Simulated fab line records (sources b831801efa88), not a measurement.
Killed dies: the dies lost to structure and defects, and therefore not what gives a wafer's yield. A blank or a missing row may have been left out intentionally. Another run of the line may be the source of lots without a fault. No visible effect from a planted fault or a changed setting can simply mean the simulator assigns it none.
2 desks looking at one fault || flow gf180mcu || what lay behind the numbers comes last; until then each desk has only its own

== AT THE TOOL OWNER'S DESK: pecvd-03 ==
The tool's own readings at GF_PASSIVATION_CVD_00 (deposits SiO2 from TEOS, target thk 1000 nm, time 111.95 s): means of the sampled wafers that have a number, for each lot that ran on this tool. Marked OUT: a lot whose mean sits more than 4 standard deviations from the usual mean, which makes it out of limits; the brackets give that distance.
Columns: A = heater-power-w at GF_PASSIVATION_CVD_00, usual 597 W
{"lot": "L168", "first seen here": "day 30 03:30", "A": 584}
{"lot": "L170", "first seen here": "day 30 21:17", "A": 571}
{"lot": "L172", "first seen here": "day 31 15:02", "A": 560}
{"lot": "L173", "first seen here": "day 32 02:01", "A": 614}
{"lot": "L176", "first seen here": "day 32 09:28", "A": 568}
This desk found nothing out of limits on any of the 5 lots.

== THE METROLOGY DESK ==
Means of the sampled wafers that have a number, per lot and without regard to the tool the lot ran on: this is what the gauges read. Marked OUT: a lot whose mean sits more than 4 standard deviations from the usual mean, which makes it out of limits; the brackets give that distance.
Columns: A = cd-nm at GF_PSD_CD_MEAS_07, usual 400.3 nm; B = PASSIVATION_CVD_00_THK at GF_PASSIVATION_THK_MEAS_01, usual 1001 nm
{"lot": "L163", "first seen here": "day 14 17:22", "A": 399.1, "B": 1004}
{"lot": "L164", "first seen here": "day 15 05:53", "A": 400.5, "B": 997}
{"lot": "L165", "first seen here": "day 15 06:52", "A": 400.5, "B": 1002}
{"lot": "L167", "first seen here": "day 16 05:10", "A": 400.7, "B": 1010}
{"lot": "L168", "first seen here": "day 16 11:53", "A": 401.2, "B": 988}
{"lot": "L170", "first seen here": "day 17 09:46", "A": 399.1, "B": 999}
{"lot": "L171", "first seen here": "day 17 16:44", "A": 401.1, "B": 1007}
{"lot": "L172", "first seen here": "day 18 08:59", "A": 400.6, "B": 999}
{"lot": "L173", "first seen here": "day 19 00:40", "A": 393.9, "B": 980}
{"lot": "L176", "first seen here": "day 19 10:29", "A": 406.4, "B": 996}
{"lot": "L182", "first seen here": "day 21 11:47", "A": 400.0, "B": 998}
{"lot": "L183", "first seen here": "day 21 18:13", "A": 399.4, "B": 1003}
{"lot": "L184", "first seen here": "day 22 00:08", "A": 398.7, "B": 1015}
This desk found nothing out of limits on any of the 13 lots.

== BROUGHT TOGETHER ==
The desk of the tool owner found nothing out of limits.
At the metrology desk, nothing out of limits was observed.

== WHAT THE SIMULATOR HAD PUT IN ==
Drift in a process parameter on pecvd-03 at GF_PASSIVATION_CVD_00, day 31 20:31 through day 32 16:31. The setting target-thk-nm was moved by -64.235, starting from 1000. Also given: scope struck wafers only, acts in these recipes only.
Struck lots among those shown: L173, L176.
